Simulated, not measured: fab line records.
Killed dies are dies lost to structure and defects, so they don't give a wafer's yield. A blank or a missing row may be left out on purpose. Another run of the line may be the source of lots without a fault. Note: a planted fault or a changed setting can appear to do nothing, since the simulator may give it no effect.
8D (eight disciplines) problem report, filled in by code	flow sfq-line	the parts of the form that need people (team, actions taken, sign-off) are left out

== 1. WHAT IS WRONG ==
Mean of rf-fwd-power-W at SFQ_TRILAYER_I4_DEP_PECVD_099: 211.8 W across 6 wafers in 2 lots; on wafers with no fault it is 182.5 W (standard deviation 0.61). Relative to the usual mean, that is a shift of +48 standard deviations.
The step: deposits SiO2 from SiH4/N2O, time 111.11 s, target thk 500 nm.
First seen on wafer L576.3, day 50 15:04, on pecvd-03. The record has a number at this step for 42 wafers belonging to 14 lots. Rule for "out", or "out of limits": more than 4 standard deviations from the usual mean. Any other wafer with a number is counted as sound.

== 2. WHAT IT IS; WHAT IT IS NOT ==
question	is	is not
which readings at this step	rf-fwd-power-W	chamber-pressure-Torr, throttle-valve-pct
which lots	L576, L579	L561, L563, L565, L568, L569, L571, L572, L573, L574, L575, L580, L583
which wafers of those lots	all that have a number	-
read on which tools	pecvd-03	pecvd-01, pecvd-02
when	from day 50 15:04	up to then (30 sound wafers); but 6 sound wafers of L580, L583 came after

== 3. WHAT RULES OUT EACH SUSPECT ==
Counting: a tool at any process step up to the reading remains a suspect when it ran all the lots that are out and ran no sound lot after the first of those.
- pecvd-03 at SFQ_TRILAYER_I4_DEP_PECVD_099 (deposits SiO2 from SiH4/N2O, time 111.11 s, target thk 500 nm): kept. It processed each lot that is out, first L576 at day 50 15:04, and no sound lot thereafter; up to then, the last sound lot it processed was L573 at day 49 22:29. Its own rf-fwd-power-W readings are out on those wafers.
Remaining after the count: pecvd-03 at SFQ_TRILAYER_I4_DEP_PECVD_099.

== 4. THE CAUSE (what the simulator had put in) ==
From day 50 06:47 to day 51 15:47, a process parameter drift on pecvd-03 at SFQ_TRILAYER_I4_DEP_PECVD_099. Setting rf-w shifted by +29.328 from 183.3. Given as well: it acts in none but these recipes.
Only this tool survived the counting.

== 5. SEQUENCE OF EFFECTS, ordered by route ==
One row per reading whose mean, taken over the struck wafers that have a number, lies over 3 standard deviations from the usual. Only readings whose record carries a usual standard deviation are examined. hours: median over the lots of the time between each lot's start at the first step of this table that gives one and its start at this step. sigmas: the change, counted in usual standard deviations.
hours	step	reading	usual	on struck wafers	change	sigmas
0	SFQ_TRILAYER_I4_DEP_PECVD_099	rf-fwd-power-W	182.5 W	211.8	+29.3	+48
It contains these process steps:
- SFQ_TRILAYER_I4_DEP_PECVD_099: deposits SiO2 from SiH4/N2O, time 111.11 s, target thk 500 nm.

== 6. WHAT WOULD HAVE CAUGHT IT SOONER ==
The fault began at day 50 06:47; the first out-of-limits reading in this record came at day 50 15:04, 8 hours later.
